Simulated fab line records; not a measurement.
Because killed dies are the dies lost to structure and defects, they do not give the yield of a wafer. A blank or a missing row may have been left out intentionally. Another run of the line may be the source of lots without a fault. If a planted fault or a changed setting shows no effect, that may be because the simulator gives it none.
fab line records	flow sky130
[record] lots = 14	wafers = 42	last_day = 50
route steps=708 shown VT_ADJUST_LVTN@116 CONTACT@422 METAL2@499 VIA2@520
lots that met no fault: taken from a fault-free run of the same line
start_h: the number of hours between the record's first day and the start of the first shown wafer of the lot	wait_h: time in hours since the lot's previous step	" the same as in the row above	L1.1+2: one row covering several wafers at once	- no value, or no start was given	* or withheld: withheld	< > ~ a bound
route shown NAME@n: a module of which the file shows steps, and the number in the route of the first	usual: average and standard deviation across the fault-free wafers	same: alike in all rows	chamber/n: place in a boat	sites: each site's reading	_std_site: standard deviation of those values	_edge_site: inner sites' mean taken away from outer sites' mean	radius_mm: for every site, how far away it sits from the centre of the wafer	mask NAME#n: copy n	behind: tool/chamber where the wafer was last shaped	hold: the reason the lot was held/the length of the hold in hours/how it ended	device: the n, p or np transistor that did not switch	end of line: the same wafers' tests at the end of the route	for a step that has no rows: nothing shown but its recipe	killed: dies that structure and defects cost at the first sort, which is not the same as the wafer's yield	map: a wafer's dies, marking killed ones x, the rest . and places with no die _
set.NAME: setting as actually run; set.NAME@STEP: the setting as run at that earlier step	model.NAME: the simulator's own value behind a step, which no gauge read
steps of the route over a sample of lots; a table a step, a row a wafer
services: the hour from which a tool's chamber was out of use, counted from the record's first day as start_h (under 0 if before that day), plus the number of hours and why
[[steps]]
[step SKY_VT_ADJUST_LVTN_IMPLANT_19]
[recipe] species = B	energy_kev = 30	dose_cm2 = 6.5e+11	tilt_deg = withheld
[usual] beam_energy_keV = 29.998/0.0089	beam_on_s = 9.98/0.21
lot.wafer	tool	chamber	start_h	wait_h	beam_energy_keV	beam_on_s
L354.1	implanter-01	0	166.06	0.0	30.009	10.02
L354.3	"	0	"	"	29.988	10.31
L354.5	"	0	"	"	29.997	10.03
L355.1	implanter-04	0	172.50	0.0	29.988	9.84
L355.2	"	0	"	"	29.990	9.85
L355.6	"	0	"	"	29.990	9.84
L358.1	implanter-04	0	217.75	0.0	29.985	9.85
L358.4	"	0	"	"	30.008	9.95
L358.6	"	0	"	"	29.985	10.04
L359.3	implanter-02	0	218.02	0.1	30.003	10.06
L359.4	"	0	"	"	29.999	10.10
L359.5	"	0	"	"	30.003	9.84
L360.1	implanter-04	0	220.52	0.0	30.003	9.95
L360.4	"	0	"	"	30.005	10.19
L360.5	"	0	"	"	29.997	9.95
L361.2	implanter-01	0	240.19	0.0	29.989	10.10
L361.4	"	0	"	"	29.998	9.41
L361.5	"	0	"	"	29.985	9.73
L363.2	implanter-04	0	244.32	0.0	29.984	10.10
L363.5	"	0	"	"	29.975	10.05
L363.6	"	0	"	"	30.006	10.04
L365.1	implanter-02	0	265.96	0.0	30.005	10.10
L365.3	"	0	"	"	29.996	9.72
L365.5	"	0	"	"	30.007	9.91
L366.2	implanter-01	0	274.13	0.0	29.997	9.98
L366.5	"	0	"	"	29.975	10.63
L366.6	"	0	"	"	30.004	9.80
L367.1	implanter-02	-	275.57	0.0	-	-
L367.2	"	-	"	"	-	-
L367.6	"	-	"	"	-	-
L369.3	implanter-04	-	282.47	0.1	-	-
L369.4	"	-	"	"	-	-
L369.5	"	-	"	"	-	-
L368.1	implanter-04	0	283.41	0.0	29.995	9.99
L368.2	"	0	"	"	29.988	10.10
L368.4	"	0	"	"	30.004	10.00
L371.2	implanter-01	0	294.69	0.0	29.993	9.97
L371.3	"	0	"	"	30.009	10.25
L371.4	"	0	"	"	30.005	10.25
L373.2	implanter-04	0	301.08	0.0	29.993	10.04
L373.3	"	0	"	"	29.990	9.78
L373.5	"	0	"	"	30.002	9.86
[step SKY_VT_ADJUST_LVTN_TW_MEAS_21]
[usual] VT_ADJUST_LVTN_2_TW = 187.3/1.2
lot.wafer	tool	chamber	start_h	wait_h	VT_ADJUST_LVTN_2_TW
L354.1	film_metro-02	-	166.31	0.1	188.0
L354.3	"	-	"	"	187.9
L354.5	"	-	"	"	188.8
L355.1	film_metro-04	-	172.75	0.1	187.0
L355.2	"	-	"	"	186.7
L355.6	"	-	"	"	186.9
L358.1	film_metro-04	-	218.00	0.1	188.5
L358.4	"	-	"	"	187.1
L358.6	"	-	"	"	187.2
L359.3	film_metro-02	-	218.24	0.1	189.1
L359.4	"	-	"	"	187.9
L359.5	"	-	"	"	188.4
L360.1	film_metro-02	-	220.81	0.1	187.9
L360.4	"	-	"	"	188.1
L360.5	"	-	"	"	189.0
L361.2	film_metro-02	-	240.43	0.1	187.2
L361.4	"	-	"	"	188.4
L361.5	"	-	"	"	188.4
L363.2	film_metro-03	-	244.56	0.1	186.7
L363.5	"	-	"	"	187.4
L363.6	"	-	"	"	187.1
L365.1	film_metro-03	-	266.21	0.1	183.8
L365.3	"	-	"	"	186.1
L365.5	"	-	"	"	185.7
L366.2	film_metro-03	-	274.37	0.1	186.5
L366.5	"	-	"	"	186.2
L366.6	"	-	"	"	186.4
L367.1	film_metro-02	-	275.82	0.1	29.9
L367.2	"	-	"	"	30.0
L367.6	"	-	"	"	30.1
L369.3	film_metro-02	-	282.69	0.1	30.1
L369.4	"	-	"	"	30.0
L369.5	"	-	"	"	30.0
L368.1	film_metro-03	-	283.66	0.1	186.5
L368.2	"	-	"	"	185.9
L368.4	"	-	"	"	184.6
L371.2	film_metro-04	-	294.93	0.1	187.8
L371.3	"	-	"	"	186.4
L371.4	"	-	"	"	187.2
L373.2	film_metro-02	-	301.32	0.1	188.6
L373.3	"	-	"	"	188.0
L373.5	"	-	"	"	188.0
[step SKY_CONTACT_ETCH_16]
[recipe] chemistry = N2/H2	target = BARC	ion_energy_ev = 200	source_w = 500	bias_w = 100	pressure_mtorr = 30	n2_flow_sccm = 100	h2_flow_sccm = 200	stop_on = SiO2	time_s = 45.9	target_depth_a = 600
[usual] chamber_pressure_mTorr = 30.00/0.031	drypump_motor_current_A = 5.8/0.4	n2_flow_sccm = 100.0/0.31	oes_product_au = 0.854/0.0043	throttle_valve_pct = 13.225/0.0085
lot.wafer	tool	chamber	start_h	wait_h	chamber_pressure_mTorr	drypump_motor_current_A	n2_flow_sccm	oes_product_au	rf_hours_counter_h	throttle_valve_pct
L354.1	rie_diel-02	1	744.94	0.0	30.02	6.2	100.1	0.859	6	13.218
L354.3	"	2	"	"	30.01	6.1	100.1	0.844	5	13.216
L354.5	"	3	"	"	30.00	6.2	100.3	0.854	-	13.227
L355.1	rie_diel-03	3	755.41	0.0	30.01	5.9	99.9	0.856	7	13.231
L355.2	"	2	"	"	29.99	5.8	100.4	0.859	2	13.231
L355.6	"	2	"	"	29.97	5.7	100.8	0.855	-	13.234
L358.1	rie_diel-02	0	802.49	0.0	30.01	5.4	100.0	0.851	0	13.219
L358.4	"	1	"	"	29.94	6.2	100.1	0.853	9	13.248
L358.6	"	3	"	"	30.02	6.2	99.8	0.853	-	13.220
L360.1	rie_diel-02	0	804.92	0.0	29.96	5.3	100.1	0.856	0	13.222
L360.4	"	1	"	"	29.98	6.2	99.8	0.855	9	13.224
L360.5	"	3	"	"	29.97	6.2	100.1	0.853	-	13.223
L359.3	rie_diel-02	1	807.47	0.0	30.06	6.2	99.6	0.854	9	13.229
L359.4	"	0	"	"	29.99	5.3	100.6	0.850	0	13.223
L359.5	"	0	"	"	29.97	5.4	100.5	0.853	-	13.229
L363.2	rie_diel-01	0	835.91	0.0	29.99	5.4	100.1	0.859	11	13.224
L363.5	"	0	"	"	30.05	5.4	100.5	0.858	-	13.228
L363.6	"	1	"	"	30.01	6.3	99.8	0.855	-	13.222
L361.2	rie_diel-01	2	840.39	0.0	30.00	5.8	99.8	0.852	12	13.217
L361.4	"	3	"	"	30.03	6.2	99.7	0.854	5	13.232
L361.5	"	2	"	"	30.00	5.8	99.8	0.851	-	13.213
L365.1	rie_diel-02	3	853.83	0.0	30.03	6.2	100.4	0.857	17	13.220
L365.3	"	2	"	"	29.94	6.1	99.4	0.856	10	13.228
L365.5	"	1	"	"	29.96	6.2	99.7	0.854	-	13.242
L366.2	rie_diel-03	1	864.14	0.0	29.96	5.1	99.7	0.861	13	13.229
L366.5	"	1	"	"	30.03	5.1	99.6	0.855	-	13.218
L366.6	"	2	"	"	29.96	5.8	100.1	0.857	-	13.224
L368.1	rie_diel-03	0	877.99	0.0	30.03	5.2	99.8	0.862	9	13.223
L368.2	"	2	"	"	29.98	5.8	100.2	0.857	6	13.223
L368.4	"	1	"	"	30.02	5.1	100.0	0.858	14	13.216
L371.2	rie_diel-01	2	883.93	0.0	30.01	5.8	100.3	0.858	13	13.221
L371.3	"	3	"	"	30.07	6.2	99.8	0.849	5	13.232
L371.4	"	0	"	"	29.95	5.4	99.4	0.858	11	13.227
L373.2	rie_diel-02	0	893.72	0.0	29.96	5.3	99.9	0.847	3	13.215
L373.3	"	3	"	"	30.02	6.2	100.2	0.848	19	13.224
L373.5	"	0	"	"	29.97	5.3	100.2	0.850	-	13.237
[step SKY_METAL2_OVL_MEAS_16]
[usual] METAL2_OVL = 2/5.7
lot.wafer	tool	chamber	start_h	wait_h	METAL2_OVL[nm]
L354.1	overlay-01	-	829.93	0.1	6
L354.3	"	-	"	"	13
L354.5	"	-	"	"	8
L355.1	overlay-02	-	841.08	0.1	-5
L355.2	"	-	"	"	5
L355.6	"	-	"	"	3
L358.1	overlay-02	-	887.17	0.1	6
L358.4	"	-	"	"	4
L358.6	"	-	"	"	5
L360.1	overlay-01	-	889.32	0.1	-7
L360.4	"	-	"	"	-4
L360.5	"	-	"	"	-4
L359.3	overlay-01	-	891.75	0.1	2
L359.4	"	-	"	"	6
L359.5	"	-	"	"	7
L363.2	overlay-01	-	919.37	0.1	2
L363.5	"	-	"	"	8
L363.6	"	-	"	"	8
L361.2	overlay-01	-	923.75	0.1	5
L361.4	"	-	"	"	3
L361.5	"	-	"	"	4
L365.1	overlay-01	-	936.07	0.1	-2
L365.3	"	-	"	"	-3
L365.5	"	-	"	"	-1
L366.2	overlay-02	-	947.14	0.1	2
L366.5	"	-	"	"	5
L366.6	"	-	"	"	-2
L368.1	overlay-01	-	958.48	0.1	6
L368.2	"	-	"	"	7
L368.4	"	-	"	"	10
L371.2	overlay-02	-	962.37	0.1	11
L371.3	"	-	"	"	1
L371.4	"	-	"	"	7
L373.2	overlay-01	-	973.22	0.1	2
L373.3	"	-	"	"	5
L373.5	"	-	"	"	-2
[step SKY_VIA2_OVL_MEAS_13]
[usual] VIA2_OVL = -2/5.2
lot.wafer	tool	chamber	start_h	wait_h	VIA2_OVL[nm]
L354.1	overlay-02	-	858.24	0.1	6
L354.3	"	-	"	"	-2
L354.5	"	-	"	"	-4
L355.1	overlay-01	-	869.39	0.1	6
L355.2	"	-	"	"	0
L355.6	"	-	"	"	-9
L358.1	overlay-02	-	914.95	0.1	-2
L358.4	"	-	"	"	3
L358.6	"	-	"	"	1
L360.1	overlay-02	-	916.28	0.1	-2
L360.4	"	-	"	"	5
L360.5	"	-	"	"	4
L359.3	overlay-02	-	918.91	0.1	0
L359.4	"	-	"	"	-2
L359.5	"	-	"	"	12
L363.2	overlay-02	-	946.30	0.1	-4
L363.5	"	-	"	"	-11
L363.6	"	-	"	"	-4
L361.2	overlay-02	-	950.04	0.1	-7
L361.4	"	-	"	"	-8
L361.5	"	-	"	"	1
L365.1	overlay-01	-	961.60	0.1	-1
L365.3	"	-	"	"	-6
L365.5	"	-	"	"	-7
L366.2	overlay-01	-	972.94	0.1	1
L366.5	"	-	"	"	-5
L366.6	"	-	"	"	1
L368.1	overlay-02	-	985.20	0.1	2
L368.2	"	-	"	"	-2
L368.4	"	-	"	"	-3
L371.2	overlay-01	-	987.34	0.1	6
L371.3	"	-	"	"	4
L371.4	"	-	"	"	6
L373.2	overlay-01	-	998.55	0.1	-11
L373.3	"	-	"	"	0
L373.5	"	-	"	"	1
[[services]]
tool	chamber	start_h	hours	kind
implanter-04	-	145.59	3.4	repair
rie_diel-01	-	146.20	0.4	repair
implanter-04	-	164.14	2.1	repair
implanter-01	-	192.20	1.5	repair
rie_diel-02	-	252.50	3.7	repair
implanter-01	-	255.59	13.2	repair
implanter-01	-	287.38	6.0	pm
rie_diel-02	0	317.39	6.9	repair
implanter-01	-	332.45	1.0	repair
rie_diel-02	-	371.18	4.3	pm
implanter-01	-	424.22	1.9	repair
implanter-04	-	434.04	3.7	pm
implanter-04	-	456.11	6.0	pm
rie_diel-02	2	466.10	14.7	repair
implanter-04	-	551.69	4.7	pm
rie_diel-02	0	640.66	4.0	repair
rie_diel-02	-	706.38	3.3	repair
implanter-04	-	723.04	1.7	repair
rie_diel-02	0	729.74	1.8	repair
implanter-04	-	731.54	8.8	pm
rie_diel-02	-	735.44	2.8	pm
rie_diel-02	0	740.23	40.9	repair
implanter-01	-	776.38	4.6	pm
implanter-04	-	829.58	2.4	repair
[[key]]
[first_sign] step = SKY_VT_ADJUST_LVTN_IMPLANT_19	reading = tool_record	direction = missing
[effect] step = SKY_VT_ADJUST_LVTN_TW_MEAS_21	reading = VT_ADJUST_LVTN_2_TW	direction = down	sigmas = 99+	usual = 187.3	struck = 30.0
met_at SKY_VT_ADJUST_LVTN_IMPLANT_19
struck_lots L367,L369
later_rows_left_out L367.1,L367.2,L367.6,L369.3,L369.4,L369.5
sort_left_out L367.1,L367.2,L367.6,L369.3,L369.4,L369.5
tester_left_out L367,L369
not_acting_at SKY_CONTACT_ETCH_16,SKY_METAL2_OVL_MEAS_16,SKY_VIA2_OVL_MEAS_13
onset_between 265.96 275.57
[fault] kind = skipped_step_whole	tool = implanter-02,implanter-04	chamber = -	onset_h = 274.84	steps = SKY_VT_ADJUST_LVTN_IMPLANT_19	scope = struck_lots_only
// tester_left_out: of these lots the tester's yield and bins aren't shown, on N5 and GAA mostly nor the transistor test; their killed dies are dies lost to structure and defects alone, not to doping, threshold or leakage, so they don't give the yield
// sort_left_out: the simulated sort isn't trusted on such a fault, so these wafers' sort isn't shown, and their yield isn't known
// later_rows_left_out: the simulator's readings of these wafers behind a module that went badly wrong aren't trusted and aren't shown, but for the sort
